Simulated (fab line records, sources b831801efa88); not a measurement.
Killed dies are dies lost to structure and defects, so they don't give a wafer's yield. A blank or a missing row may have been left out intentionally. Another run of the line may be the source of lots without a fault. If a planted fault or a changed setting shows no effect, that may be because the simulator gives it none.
One fault through the eyes of 2 desks + flow gf180mcu + each desk has only its own numbers; what lay behind them comes last

THE TOOL OWNER'S DESK: cmp-02
The tool's own readings at GF_STI_CMP_25 (polishes, stops on Si3N4, t overpolish 33 s, target thk 524.6 nm): means of the sampled wafers that have a number, for each lot that ran on this tool. The brackets show how far a lot's mean lies from the usual mean; more than 4 standard deviations puts the lot out of limits, marked OUT.
Columns: A = motor current A at GF_STI_CMP_25, usual 12.6 A; B = overpolish run s at GF_STI_CMP_25, usual 33.000 s; C = retaining ring pressure frac at GF_STI_CMP_25, usual 1.000; D = time to endpoint s at GF_STI_CMP_25, usual 127 s
| lot  | first seen here | A    | B                | C     | D   |
|------|-----------------|------|------------------|-------|-----|
| L115 | day 2 09:10     | 13.0 | 33.000           | 0.999 | 124 |
| L116 | day 2 12:02     | 11.5 | 32.998           | 1.000 | 127 |
| L119 | day 3 01:29     | 11.4 | 32.998           | 0.994 | 129 |
| L121 | day 3 10:59     | 11.2 | 33.000           | 0.999 | 128 |
| L122 | day 3 18:35     | 12.5 | 32.995           | 0.994 | 125 |
| L127 | day 4 17:29     | 11.5 | 33.009           | 1.005 | 128 |
| L129 | day 5 03:59     | 11.4 | 33.915 (+98) OUT | 1.002 | 128 |
| L131 | day 5 14:46     | 11.7 | 33.917 (+99) OUT | 1.003 | 132 |
This desk's finding: out of limits on L129, L131; first on L129, day 5 03:59 (overpolish run s at GF_STI_CMP_25). In limits: L115, L116, L119, L121, L122, L127.

THE METROLOGY DESK
What the gauges read for every lot (on any tool): the sampled wafers with a number, averaged. The brackets show how far a lot's mean lies from the usual mean; more than 4 standard deviations puts the lot out of limits, marked OUT.
Columns: A = VT_IMPLANT_3_TW at GF_VT_IMPLANT_TW_MEAS_32, usual 268.9; B = NSD_RS at GF_PSD_RS_MEAS_14, usual 46.14 ohm/sq; C = SALICIDE_TIN_RS at GF_SALICIDE_RS_MEAS_04, usual 16.12 ohm/sq
| lot  | first seen here | A     | B     | C     |
|------|-----------------|-------|-------|-------|
| L115 | day 7 04:09     | 268.8 | 46.16 | 16.30 |
| L116 | day 7 07:48     | 269.1 | 46.17 | 16.52 |
| L117 | day 7 12:53     | 265.5 | 46.11 | 15.92 |
| L119 | day 7 23:12     | 266.5 | 46.27 | 16.10 |
| L118 | day 8 00:50     | 269.3 | 46.10 | 16.27 |
| L121 | day 8 12:55     | 269.9 | 46.11 | 15.70 |
| L122 | day 8 21:21     | 270.5 | 46.31 | 16.12 |
| L123 | day 8 23:19     | 267.5 | 46.22 | 16.40 |
| L124 | day 9 08:54     | 266.8 | 46.12 | 16.50 |
| L126 | day 9 21:49     | 266.1 | 46.05 | 16.15 |
| L127 | day 10 05:52    | 266.7 | 46.17 | 16.08 |
| L129 | day 10 17:45    | 268.1 | 46.25 | 16.38 |
| L130 | day 11 02:22    | 271.2 | 46.21 | 15.87 |
| L131 | day 11 07:41    | 268.0 | 46.09 | 15.81 |
This desk's verdict: no lot among the 14 shows anything out of limits.

PUT TOGETHER
On L129, L131, at day 5 03:59, an alarm was possible from the tool owner's desk.
At the metrology desk, nothing out of limits was observed.
The metrology desk has L129, L131 on record, within its limits.
The lots listed all ran GF_STI_CMP_25 on cmp-02.

WHAT HAD BEEN PUT IN BY THE SIMULATOR
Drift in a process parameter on cmp-02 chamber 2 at GF_STI_CMP_25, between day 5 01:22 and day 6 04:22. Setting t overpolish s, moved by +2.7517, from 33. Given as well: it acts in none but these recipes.
Lots struck among those shown: L129, L131.
How many hours passed from the start of the fault until each desk's first out-of-limits reading: the tool owner's desk, 3.
